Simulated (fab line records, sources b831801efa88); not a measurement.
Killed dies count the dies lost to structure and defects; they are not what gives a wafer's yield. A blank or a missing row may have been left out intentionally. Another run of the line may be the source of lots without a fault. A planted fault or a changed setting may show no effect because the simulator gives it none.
Which tool is to blame? -- flow sky130 -- 12 lots, 36 wafers sampled, at 5 steps of a route of 708

== WHAT EACH GAUGE READ, for each wafer ==
SKY_FIELD_ISO_THK_MEAS_04. Usual: FIELD_ISO_CVD_03_THK gives 164.7 nm (standard deviation 1.7).
lot,measured,on,FIELD_ISO_CVD_03_THK (nm),flag
L399,day 1 13:30,film_metro-03,163.0 162.8 162.9,
L401,day 2 00:34,film_metro-01,166.8 166.8 167.3,
L402,day 2 05:23,film_metro-04,162.7 161.1 160.0,
L403,day 2 12:18,film_metro-04,164.4 164.0 163.4,
L408,day 3 10:29,film_metro-03,165.4 165.6 165.1,
L409,day 3 16:15,film_metro-04,164.8 165.7 163.6,
L414,day 4 18:47,film_metro-03,167.0 167.0 166.1,
L415,day 4 22:29,film_metro-03,166.5 165.3 165.4,
L416,day 5 02:52,film_metro-03,163.9 162.4 163.5,
L418,day 5 12:29,film_metro-03,166.2 164.7 165.4,
L419,day 5 19:30,film_metro-04,165.5 165.2 165.7,
L420,day 5 23:32,film_metro-03,165.0 166.1 164.3,

SKY_DNWELL_TW_MEAS_09. Usual: DNWELL_TW gives 1118 (standard deviation 7.8).
lot,measured,on,DNWELL_TW,flag
L399,day 3 07:45,film_metro-02,1110 1119 1120,
L401,day 3 16:55,film_metro-02,1116 1111 1123,
L402,day 3 20:37,film_metro-03,1124 1130 1126,
L403,day 4 03:11,film_metro-02,1119 1117 1122,
L408,day 5 05:02,film_metro-02,1119 1117 1120,
L409,day 5 09:20,film_metro-02,1120 1122 1128,
L414,day 6 12:32,film_metro-02,1128 1124 1117,
L415,day 6 17:08,film_metro-03,1128 1123 1125,
L416,day 7 00:48,film_metro-02,1118 1117 1119,
L418,day 7 08:59,film_metro-02,1121 1122 1127,
L419,day 7 17:19,film_metro-01,1110 1112 1107,
L420,day 7 22:23,film_metro-02,1118 1117 1119,

== TOOL THAT RAN EACH LOT (tool first, then ch and the chambers of the sampled wafers, then the start) ==
lot,SKY_FIELD_ISO_ETCH_17,SKY_DNWELL_COAT_02,SKY_DNWELL_STRIP_08
L399,"rie_si-01 ch 1,3, day 2 04:16","litho_track-01 ch 0, day 2 23:50","plasma_asher-01 ch 0,1, day 3 07:40"
L401,"rie_si-02 ch 1,2, day 2 15:40","litho_track-02 ch 0, day 3 08:23","plasma_asher-03 ch 0, day 3 16:48"
L402,"rie_si-01 ch 0,2,3, day 2 20:55","litho_track-01 ch 0, day 3 12:34","plasma_asher-02 ch 0, day 3 20:30"
L403,"rie_si-01 ch 0,1,3, day 3 03:22","litho_track-01 ch 0, day 3 17:44","plasma_asher-02 ch 0,1, day 4 03:05"
L408,"rie_si-02 ch 0,3, day 4 03:37","litho_track-03 ch 0, day 4 20:08","plasma_asher-01 ch 0,1, day 5 04:56"
L409,"rie_si-01 ch 0,3, day 4 10:07","litho_track-01 ch 0, day 5 00:14","plasma_asher-02 ch 0, day 5 09:14"
L414,"rie_si-01 ch 0,2,3, day 5 11:57","litho_track-01 ch 0, day 6 02:44","plasma_asher-03 ch 0,1, day 6 12:26"
L415,"rie_si-02 ch 0,2, day 5 17:00","litho_track-01 ch 0, day 6 07:29","plasma_asher-02 ch 0,1, day 6 17:02"
L416,"rie_si-01 ch 1,2,3, day 5 21:13","litho_track-03 ch 0, day 6 13:59","plasma_asher-03 ch 0,1, day 7 00:42"
L418,"rie_si-01 ch 0,1,2, day 6 07:13","litho_track-02 ch 0, day 6 22:57","plasma_asher-03 ch 0,1, day 7 08:53"
L419,"rie_si-01 ch 1,2,3, day 6 14:52","litho_track-02 ch 0, day 7 06:37","plasma_asher-03 ch 0,1, day 7 17:12"
L420,"rie_si-02 ch 1,2,3, day 6 18:36","litho_track-02 ch 0, day 7 11:24","plasma_asher-02 ch 0,1, day 7 22:17"
- SKY_FIELD_ISO_ETCH_17: etches Si in HBr/Cl2/O2, target depth 342 nm, time 97.7 s.
- SKY_DNWELL_COAT_02: resist thk 3000 nm.
- SKY_DNWELL_STRIP_08: strips in O2/N2.

== AS READ BY THE TOOLS THEMSELVES (means over the sampled wafers that have a number; for cases with no such wafer, the mark the record gives instead) ==
SKY_FIELD_ISO_ETCH_17. Usual: chamber_pressure_mTorr 15.000 mTorr, standard deviation 0.014; drypump_motor_current_A 5.6 A, standard deviation 0.52; oes_product_au 1.002 a.u., standard deviation 0.007; throttle_valve_pct 25.653 %, standard deviation 0.01.
lot,tool,chamber_pressure_mTorr (mTorr),drypump_motor_current_A (A),oes_product_au (a.u.),throttle_valve_pct (%),flag
L399,rie_si-01,15.001,5.0,0.996,25.665,
L401,rie_si-02,15.010,5.9,1.009,25.642,
L402,rie_si-01,15.002,5.8,1.004,25.662,
L403,rie_si-01,14.999,5.4,1.001,25.644,
L408,rie_si-02,14.995,5.4,1.008,25.648,
L409,rie_si-01,14.994,5.7,1.002,25.651,
L414,rie_si-01,15.016,5.9,1.004,25.650,
L415,rie_si-02,14.990,5.1,0.999,25.653,
L416,rie_si-01,14.993,5.5,0.999,25.650,
L418,rie_si-01,15.012,5.7,1.013,25.657,
L419,rie_si-01,14.995,5.5,1.002,25.648,
L420,rie_si-02,15.001,5.8,0.996,25.649,

SKY_DNWELL_COAT_02. Usual: dispense_pressure_kPa 54 kPa, standard deviation 3.1; exhaust_pa 45.2 Pa, standard deviation 0.94.
lot,tool,dispense_pressure_kPa (kPa),exhaust_pa (Pa),flag
L399,litho_track-01,58,46.1,
L401,litho_track-02,53,45.7,
L402,litho_track-01,58,44.5,
L403,litho_track-01,58,44.6,
L408,litho_track-03,49,44.8,
L409,litho_track-01,58,45.4,
L414,litho_track-01,58,46.5,
L415,litho_track-01,58,45.8,
L416,litho_track-03,49,43.9,
L418,litho_track-02,53,46.4,
L419,litho_track-02,53,45.2,
L420,litho_track-02,53,44.3,

SKY_DNWELL_STRIP_08. Usual: chamber_pressure_mTorr 1500.0 mTorr, standard deviation 1.3; drypump_motor_current_A 5.8 A, standard deviation 0.46; oes_product_au 0.722 a.u., standard deviation 0.0042; strip_time_to_endpoint_s 36.91 s, standard deviation 0.12.
lot,tool,chamber_pressure_mTorr (mTorr),drypump_motor_current_A (A),oes_product_au (a.u.),strip_time_to_endpoint_s (s),flag
L399,plasma_asher-01,1500.7,6.0,0.727,37.00,
L401,plasma_asher-03,1500.0,5.3,0.721,37.16,
L402,plasma_asher-02,1500.8,5.6,0.718,36.85,
L403,plasma_asher-02,1499.8,5.9,0.720,36.96,
L408,plasma_asher-01,1499.5,6.0,0.726,36.95,
L409,plasma_asher-02,1499.2,5.6,0.722,37.00,
L414,plasma_asher-03,1500.0,5.3,0.726,37.79,OFF
L415,plasma_asher-02,1500.9,6.2,0.724,37.66,OFF
L416,plasma_asher-03,1500.5,5.2,0.723,37.06,
L418,plasma_asher-03,1500.4,5.2,0.719,36.77,
L419,plasma_asher-03,1499.9,5.2,0.718,36.89,
L420,plasma_asher-02,1501.6,5.9,0.723,37.00,

== THE ANSWER, worked out from the rows above alone ==
Rule: lot off if the mean of its wafers having a number is beyond 3 standard deviations from the usual mean. Also off: a lot with no number at a reading for which 4 or more lots have one. Where the step has rows for the other lots, those lots are counted as sound. After the gauges, taken in route order, come the tools' own readings; for these a lot's mean is taken, as printed above. The first step at which some lot is off is used, and at that step the reading that is off furthest; a lot without a number counts as furthest.
Off at SKY_DNWELL_STRIP_08 (strip_time_to_endpoint_s): L414, L415.
A tool fits if, at that step or a process step before it, it ran every lot that is off, and no sound lot after the first of them. One fits: SKY_DNWELL_COAT_02 on litho_track-01. A fault onset in the window from L409 (day 5 00:14, its last sound lot) to L414 (day 6 02:44, its first lot off) fits.

== WHAT THE SIMULATOR HAD PUT IN ==
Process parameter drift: litho_track-01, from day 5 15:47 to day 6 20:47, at SKY_DNWELL_COAT_02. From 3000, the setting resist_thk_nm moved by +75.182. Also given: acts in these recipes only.
Lots struck among those shown: L414, L415. The same result came from the rule above.
